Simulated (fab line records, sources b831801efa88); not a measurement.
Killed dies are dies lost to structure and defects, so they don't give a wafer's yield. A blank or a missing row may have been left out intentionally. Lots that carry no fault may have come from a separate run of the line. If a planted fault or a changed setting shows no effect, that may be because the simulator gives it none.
fab line records | flow sky130
record lots=14 | wafers=42 | last_day=50
route steps=708 shown VT_ADJUST_HVTR@141 SONOS_ONO@173 LDD_N@241
lots untouched by any fault: they come from a run of this same line in which no faults occurred
start_h: hours from the record's first day to the start of the lot's first wafer shown | wait_h: hours since the lot's step before | " repeats the value in the row above | L1.1+2: a single row standing in for several wafers | - either no value or no given start | * or withheld: withheld | < > ~ a bound
route shown NAME@n: NAME is a module with steps in the file, n the number in the route of the first one | usual: mean/standard deviation of fault-free wafers | same: alike in all rows | chamber/n: place in a boat | sites: per-site readings | _std_site: the standard deviation of these | _edge_site: outer sites' mean less inner sites' | radius_mm: for every site, how far away it sits from the centre of the wafer | mask NAME#n: copy n | behind: tool/chamber where the wafer was last shaped | hold: reason for holding the lot/hours on hold/outcome of the hold | device: the transistor (n, p or np) that didn't switch | end of line: at the end of the route, the tests of the same wafers | for a step that has no rows: nothing shown but its recipe | killed: dies lost to structure and defects at the first sort, not the wafer's yield | map: a wafer's dies, marking killed ones x, the rest . and places with no die _
set.NAME: the setting as run; set.NAME@STEP: as run at that earlier step | model.NAME: the simulator's own value behind a step, which no gauge read
route steps across a sampled set of lots; one table per step, one row per wafer
services: when a tool's chamber went out of use (start_h, in hours from the record's first day, below 0 if earlier), for how many hours, and the reason
## steps
# step SKY_VT_ADJUST_HVTR_STRIP_10
# recipe chemistry=O2/N2 | power_w=1400 | pressure_mtorr=1500 | platen_temp_c=withheld | o2_flow_sccm=3000 | n2_flow_sccm=300 | overash_fraction=0.5
# usual drypump_motor_current_A=5.5/0.34 | o2_flow_sccm=3000/8.7 | oes_product_au=0.715/0.0048 | strip_time_to_endpoint_s=14.18/0.035
lot.wafer | tool            | chamber | start_h | wait_h | drypump_motor_current_A | o2_flow_sccm | oes_product_au | rf_hours_counter_h | strip_time_to_endpoint_s
L248.3    | plasma_asher-02 | 0       | 205.39  | 0.1    | 6.0                     | 3002         | 0.712          | -                  | 14.18
L248.4    | "               | 1       | "       | "      | 5.0                     | 2998         | 0.712          | -                  | 14.16
L248.5    | "               | 0       | "       | "      | 6.0                     | 3018         | 0.718          | -                  | 14.21
L249.1    | plasma_asher-02 | 0       | 215.76  | 0.1    | 6.0                     | 3006         | 0.719          | 57                 | 14.21
L249.2    | "               | 1       | "       | "      | 5.0                     | 3002         | 0.717          | 57                 | 14.20
L249.6    | "               | 0       | "       | "      | 6.0                     | 3006         | 0.707          | -                  | 14.22
L251.1    | plasma_asher-02 | 0       | 225.07  | 0.1    | 6.0                     | 2996         | 0.716          | 58                 | 14.19
L251.2    | "               | 1       | "       | "      | 5.0                     | 2977         | 0.712          | 58                 | 14.19
L251.3    | "               | 1       | "       | "      | 5.0                     | 3003         | 0.714          | -                  | 14.19
L252.2    | plasma_asher-01 | 1       | 262.66  | 0.1    | 5.9                     | 3002         | 0.701          | 45                 | 14.23
L252.5    | "               | 0       | "       | "      | 5.5                     | 2995         | 0.710          | -                  | 14.17
L252.6    | "               | 1       | "       | "      | 5.9                     | 2992         | 0.714          | -                  | 14.24
L255.2    | plasma_asher-02 | 0       | 266.06  | 0.1    | 6.0                     | 2994         | 0.718          | 61                 | 14.18
L255.5    | "               | 1       | "       | "      | 5.0                     | 3008         | 0.721          | -                  | 14.19
L255.6    | "               | 0       | "       | "      | 6.0                     | 2997         | 0.717          | -                  | 14.14
L253.1    | plasma_asher-03 | 0       | 266.37  | 0.1    | 5.4                     | 2997         | 0.711          | 15                 | 14.21
L253.3    | "               | 1       | "       | "      | 5.5                     | 2996         | 0.712          | -                  | 14.20
L253.4    | "               | 0       | "       | "      | 5.4                     | 3002         | 0.718          | -                  | 14.24
L256.1    | plasma_asher-03 | 1       | 276.97  | 0.1    | 5.5                     | 2994         | 0.714          | 16                 | 14.22
L256.3    | "               | 0       | "       | "      | 5.4                     | 3003         | 0.710          | -                  | 14.20
L256.6    | "               | 1       | "       | "      | 5.5                     | 2988         | 0.717          | -                  | 14.19
L265.3    | plasma_asher-03 | 0       | 347.14  | 0.1    | 5.4                     | 2985         | 0.715          | -                  | 14.23
L265.4    | "               | 1       | "       | "      | 5.5                     | 2997         | 0.709          | -                  | 14.22
L265.5    | "               | 0       | "       | "      | 5.4                     | 3001         | 0.717          | -                  | 14.20
L263.1    | plasma_asher-02 | 0       | 347.14  | 0.1    | 6.0                     | 2992         | 0.714          | 70                 | 14.22
L263.5    | "               | 1       | "       | "      | 5.0                     | 3015         | 0.712          | -                  | 14.24
L263.6    | "               | 0       | "       | "      | 6.0                     | 3004         | 0.712          | -                  | 14.23
L264.1    | plasma_asher-02 | 0       | 347.78  | 0.1    | 6.0                     | 3008         | 0.715          | 70                 | 14.18
L264.3    | "               | 1       | "       | "      | 5.0                     | 3000         | 0.711          | -                  | 14.20
L264.5    | "               | 0       | "       | "      | 6.1                     | 3009         | 0.706          | -                  | 14.18
L266.2    | plasma_asher-03 | 1       | 361.63  | 0.1    | 5.5                     | 3010         | 0.711          | 22                 | 14.19
L266.3    | "               | 0       | "       | "      | 5.4                     | 3008         | 0.720          | -                  | 14.26
L266.4    | "               | 1       | "       | "      | 5.5                     | 3012         | 0.717          | -                  | 14.19
L268.3    | plasma_asher-01 | 1       | 373.54  | 0.1    | 5.9                     | 3007         | 0.717          | -                  | 14.13
L268.4    | "               | 0       | "       | "      | 5.5                     | 3000         | 0.711          | -                  | 14.09
L268.5    | "               | 1       | "       | "      | 5.9                     | 2995         | 0.711          | -                  | 14.11
L269.1    | plasma_asher-01 | 0       | 378.68  | 0.1    | 5.5                     | 2985         | 0.713          | 58                 | 14.11
L269.3    | "               | 1       | "       | "      | 5.9                     | 2993         | 0.721          | -                  | 14.17
L269.5    | "               | 0       | "       | "      | 5.5                     | 2986         | 0.716          | -                  | 14.14
L270.1    | plasma_asher-01 | 0       | 378.98  | 0.1    | 5.5                     | 3002         | 0.713          | 58                 | 14.13
L270.2    | "               | 1       | "       | "      | 5.9                     | 3003         | 0.715          | 58                 | 14.20
L270.3    | "               | 1       | "       | "      | 5.9                     | 2999         | 0.714          | -                  | 14.13
# step SKY_VT_ADJUST_HVTR_TW_MEAS_11
# usual VT_ADJUST_HVTR_TW=210.4/0.95
lot.wafer | tool          | chamber | start_h | wait_h | VT_ADJUST_HVTR_TW
L248.3    | film_metro-03 | -       | 205.48  | 0.1    | 209.0
L248.4    | "             | -       | "       | "      | 209.2
L248.5    | "             | -       | "       | "      | 210.1
L249.1    | film_metro-01 | -       | 215.86  | 0.1    | 209.8
L249.2    | "             | -       | "       | "      | 210.8
L249.6    | "             | -       | "       | "      | 209.8
L251.1    | film_metro-01 | -       | 225.17  | 0.1    | 209.4
L251.2    | "             | -       | "       | "      | 211.1
L251.3    | "             | -       | "       | "      | 211.8
L252.2    | film_metro-01 | -       | 262.77  | 0.1    | 210.9
L252.5    | "             | -       | "       | "      | 210.3
L252.6    | "             | -       | "       | "      | 209.8
L255.2    | film_metro-03 | -       | 266.17  | 0.1    | 210.3
L255.5    | "             | -       | "       | "      | 211.3
L255.6    | "             | -       | "       | "      | 210.1
L253.1    | film_metro-02 | -       | 266.47  | 0.1    | 209.0
L253.3    | "             | -       | "       | "      | 211.0
L253.4    | "             | -       | "       | "      | 210.6
L256.1    | film_metro-01 | -       | 277.07  | 0.1    | 209.6
L256.3    | "             | -       | "       | "      | 209.5
L256.6    | "             | -       | "       | "      | 210.6
L265.3    | film_metro-02 | -       | 347.22  | 0.1    | 211.4
L265.4    | "             | -       | "       | "      | 211.7
L265.5    | "             | -       | "       | "      | 211.7
L263.1    | film_metro-03 | -       | 347.24  | 0.1    | 209.4
L263.5    | "             | -       | "       | "      | 210.0
L263.6    | "             | -       | "       | "      | 208.8
L264.1    | film_metro-03 | -       | 347.88  | 0.1    | 209.3
L264.3    | "             | -       | "       | "      | 210.9
L264.5    | "             | -       | "       | "      | 210.0
L266.2    | film_metro-02 | -       | 361.74  | 0.1    | 211.0
L266.3    | "             | -       | "       | "      | 211.4
L266.4    | "             | -       | "       | "      | 210.7
L268.3    | film_metro-03 | -       | 373.62  | 0.1    | 210.5
L268.4    | "             | -       | "       | "      | 210.1
L268.5    | "             | -       | "       | "      | 210.7
L269.1    | film_metro-02 | -       | 378.78  | 0.1    | 211.1
L269.3    | "             | -       | "       | "      | 210.5
L269.5    | "             | -       | "       | "      | 211.4
L270.1    | film_metro-02 | -       | 379.08  | 0.1    | 210.7
L270.2    | "             | -       | "       | "      | 210.5
L270.3    | "             | -       | "       | "      | 210.2
# step SKY_SONOS_ONO_THK_MEAS_05
# recipe reads=SiO2_of_SONOS_ONO_CVD_04
# usual SONOS_ONO_CVD_04_THK=5.78/0.11
lot.wafer | tool          | chamber | start_h | wait_h | SONOS_ONO_CVD_04_THK[nm]
L248.3    | film_metro-03 | -       | 258.97  | 0.0    | 5.73
L248.4    | "             | -       | "       | "      | 5.63
L248.5    | "             | -       | "       | "      | 5.70
L249.1    | film_metro-03 | -       | 266.93  | 0.0    | 5.67
L249.2    | "             | -       | "       | "      | 5.62
L249.6    | "             | -       | "       | "      | 5.68
L251.1    | film_metro-03 | -       | 278.05  | 0.0    | 5.82
L251.2    | "             | -       | "       | "      | 5.94
L251.3    | "             | -       | "       | "      | 5.80
L252.2    | film_metro-03 | -       | 318.45  | 0.0    | 5.65
L252.5    | "             | -       | "       | "      | 5.71
L252.6    | "             | -       | "       | "      | 5.81
L255.2    | film_metro-01 | -       | 322.98  | 0.0    | 5.72
L255.5    | "             | -       | "       | "      | 5.81
L255.6    | "             | -       | "       | "      | 5.80
L253.1    | film_metro-03 | -       | 324.22  | 0.0    | 5.81
L253.3    | "             | -       | "       | "      | 5.78
L253.4    | "             | -       | "       | "      | 5.82
L256.1    | film_metro-04 | -       | 336.91  | 0.0    | 5.90
L256.3    | "             | -       | "       | "      | 5.93
L256.6    | "             | -       | "       | "      | 5.94
L265.3    | film_metro-01 | -       | 408.06  | 0.0    | 5.87
L265.4    | "             | -       | "       | "      | 5.94
L265.5    | "             | -       | "       | "      | 5.90
L263.1    | film_metro-03 | -       | 409.38  | 0.0    | 5.86
L263.5    | "             | -       | "       | "      | 5.87
L263.6    | "             | -       | "       | "      | 5.90
L264.1    | film_metro-01 | -       | 409.38  | 0.0    | 5.83
L264.3    | "             | -       | "       | "      | 5.81
L264.5    | "             | -       | "       | "      | 5.93
L266.2    | film_metro-03 | -       | 428.58  | 0.0    | 5.76
L266.3    | "             | -       | "       | "      | 5.82
L266.4    | "             | -       | "       | "      | 5.85
L268.3    | film_metro-03 | -       | 441.28  | 0.0    | 5.51
L268.4    | "             | -       | "       | "      | 5.64
L268.5    | "             | -       | "       | "      | 5.61
L269.1    | film_metro-01 | -       | 442.51  | 0.0    | 5.74
L269.3    | "             | -       | "       | "      | 5.60
L269.5    | "             | -       | "       | "      | 5.58
L270.1    | film_metro-01 | -       | 447.07  | 0.0    | 5.47
L270.2    | "             | -       | "       | "      | 5.56
L270.3    | "             | -       | "       | "      | 5.57
# step SKY_LDD_N_EXPOSE_04
# recipe mask_id=NTM | target_cd_nm=840 | na=0.6 | source_shape=conventional | sigma_outer=0.6 | dose_mj=110
# usual exposure_dose_mJ_cm2=110.00/0.11 | focus_offset_nm=0.0/0.53 | reticle_temp_C=23.02/0.11
lot.wafer | tool             | chamber | start_h | wait_h | mask  | exposure_dose_mJ_cm2 | focus_offset_nm | reticle_temp_C
L248.3    | iline_stepper-02 | 0       | 390.47  | -      | NTM#0 | 109.81               | 0.2             | 23.10
L248.4    | "                | 0       | "       | "      | NTM#0 | 109.92               | 0.1             | 23.23
L248.5    | "                | 0       | "       | "      | NTM#0 | 109.87               | -0.3            | 23.23
L249.1    | iline_stepper-01 | 0       | 400.18  | -      | NTM#0 | 109.90               | -0.8            | 22.93
L249.2    | "                | 0       | "       | "      | NTM#0 | 110.02               | -1.1            | 22.96
L249.6    | "                | 0       | "       | "      | NTM#0 | 110.03               | -0.6            | 23.08
L251.1    | iline_stepper-01 | 0       | 410.99  | -      | NTM#0 | 110.01               | 1.2             | 23.02
L251.2    | "                | 0       | "       | "      | NTM#0 | 109.87               | 0.7             | 22.99
L251.3    | "                | 0       | "       | "      | NTM#0 | 109.97               | 0.9             | 23.12
L252.2    | iline_stepper-01 | 0       | 464.93  | -      | NTM#0 | 109.97               | 0.5             | 23.15
L252.5    | "                | 0       | "       | "      | NTM#0 | 110.09               | 0.3             | 23.16
L252.6    | "                | 0       | "       | "      | NTM#0 | 110.15               | 0.4             | 23.02
L253.1    | iline_stepper-01 | -       | 465.39  | -      | NTM#0 | -                    | -               | -
L253.3    | "                | -       | "       | "      | NTM#0 | -                    | -               | -
L253.4    | "                | -       | "       | "      | NTM#0 | -                    | -               | -
L255.2    | iline_stepper-01 | -       | 467.98  | -      | NTM#0 | -                    | -               | -
L255.5    | "                | -       | "       | "      | NTM#0 | -                    | -               | -
L255.6    | "                | -       | "       | "      | NTM#0 | -                    | -               | -
L256.1    | iline_stepper-01 | 0       | 477.66  | -      | NTM#0 | 109.75               | -0.1            | 22.97
L256.3    | "                | 0       | "       | "      | NTM#0 | 109.92               | -0.8            | 22.95
L256.6    | "                | 0       | "       | "      | NTM#0 | 109.90               | 0.8             | 22.95
L265.3    | iline_stepper-02 | 0       | 559.72  | -      | NTM#0 | 110.07               | 0.3             | 22.80
L265.4    | "                | 0       | "       | "      | NTM#0 | 110.13               | 0.5             | 23.06
L265.5    | "                | 0       | "       | "      | NTM#0 | 110.01               | 0.6             | 22.82
L263.1    | iline_stepper-01 | 0       | 560.99  | -      | NTM#0 | 109.89               | 0.2             | 22.98
L263.5    | "                | 0       | "       | "      | NTM#0 | 110.10               | 0.0             | 23.08
L263.6    | "                | 0       | "       | "      | NTM#0 | 110.07               | 0.1             | 23.05
L264.1    | iline_stepper-02 | 0       | 561.23  | -      | NTM#0 | 109.70               | -0.1            | 23.01
L264.3    | "                | 0       | "       | "      | NTM#0 | 110.07               | 0.0             | 23.16
L264.5    | "                | 0       | "       | "      | NTM#0 | 109.85               | 0.1             | 23.09
L266.2    | iline_stepper-01 | 0       | 575.66  | -      | NTM#0 | 110.15               | -1.0            | 22.90
L266.3    | "                | 0       | "       | "      | NTM#0 | 110.02               | 0.4             | 22.89
L266.4    | "                | 0       | "       | "      | NTM#0 | 110.26               | -0.4            | 22.87
L268.3    | iline_stepper-02 | 0       | 589.39  | -      | NTM#0 | 110.00               | -0.8            | 23.11
L268.4    | "                | 0       | "       | "      | NTM#0 | 109.88               | -1.3            | 23.07
L268.5    | "                | 0       | "       | "      | NTM#0 | 110.23               | -0.5            | 23.17
L269.1    | iline_stepper-01 | 0       | 591.23  | -      | NTM#0 | 109.86               | -0.1            | 22.94
L269.3    | "                | 0       | "       | "      | NTM#0 | 109.99               | 0.0             | 22.96
L269.5    | "                | 0       | "       | "      | NTM#0 | 109.96               | -0.2            | 22.97
L270.1    | iline_stepper-01 | 0       | 601.74  | -      | NTM#0 | 110.06               | -0.4            | 23.10
L270.2    | "                | 0       | "       | "      | NTM#0 | 110.07               | -0.1            | 23.10
L270.3    | "                | 0       | "       | "      | NTM#0 | 110.33               | -0.1            | 23.04
## services
tool             | chamber | start_h | hours | kind
iline_stepper-01 | -       | 185.73  | 1.7   | pm
iline_stepper-02 | -       | 200.25  | 0.9   | repair
plasma_asher-01  | -       | 203.31  | 7.0   | repair
plasma_asher-02  | -       | 226.00  | 17.2  | repair
iline_stepper-01 | -       | 260.82  | 4.4   | pm
plasma_asher-02  | -       | 270.92  | 1.1   | repair
iline_stepper-01 | 0       | 295.38  | -     | calibration
iline_stepper-01 | -       | 307.08  | 6.8   | repair
plasma_asher-03  | -       | 312.71  | 21.4  | repair
plasma_asher-02  | -       | 364.22  | 39.5  | pm
iline_stepper-02 | -       | 375.42  | 2.0   | repair
iline_stepper-02 | -       | 377.44  | 1.7   | pm
iline_stepper-01 | -       | 403.83  | 1.7   | pm
plasma_asher-01  | -       | 413.21  | 2.6   | repair
plasma_asher-02  | -       | 421.25  | 9.0   | pm
plasma_asher-02  | 0       | 421.25  | 9.0   | vent_cycle
plasma_asher-02  | 1       | 421.25  | 9.0   | vent_cycle
plasma_asher-02  | 0       | 430.25  | -     | clean
plasma_asher-01  | -       | 460.53  | 2.8   | pm
iline_stepper-02 | -       | 504.15  | 0.7   | repair
iline_stepper-01 | 0       | 517.67  | -     | calibration
plasma_asher-03  | -       | 527.98  | 1.9   | repair
plasma_asher-02  | -       | 532.47  | 2.0   | repair
iline_stepper-02 | -       | 594.62  | 1.7   | pm
## key
first_sign step=SKY_LDD_N_EXPOSE_04 | reading=tool_record | direction=missing
effect none on later readings
met_at SKY_LDD_N_EXPOSE_04
struck_lots L253,L255
sort_left_out L253.1,L253.3,L253.4,L255.2,L255.5,L255.6
tester_left_out L253,L255
not_acting_at SKY_VT_ADJUST_HVTR_STRIP_10,SKY_VT_ADJUST_HVTR_TW_MEAS_11,SKY_SONOS_ONO_THK_MEAS_05
onset_between 464.93 465.39
fault kind=skipped_step_whole | tool=iline_stepper-01 | chamber=- | onset_h=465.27 | steps=SKY_LDD_N_EXPOSE_04 | scope=struck_lots_only
# tester_left_out: of these lots the tester's yield and bins aren't shown, on N5 and GAA mostly nor the transistor test; their killed dies are dies lost to structure and defects alone, not to doping, threshold or leakage, so they don't give the yield
# sort_left_out: the simulated sort isn't trusted on such a fault, so these wafers' sort isn't shown, and their yield isn't known
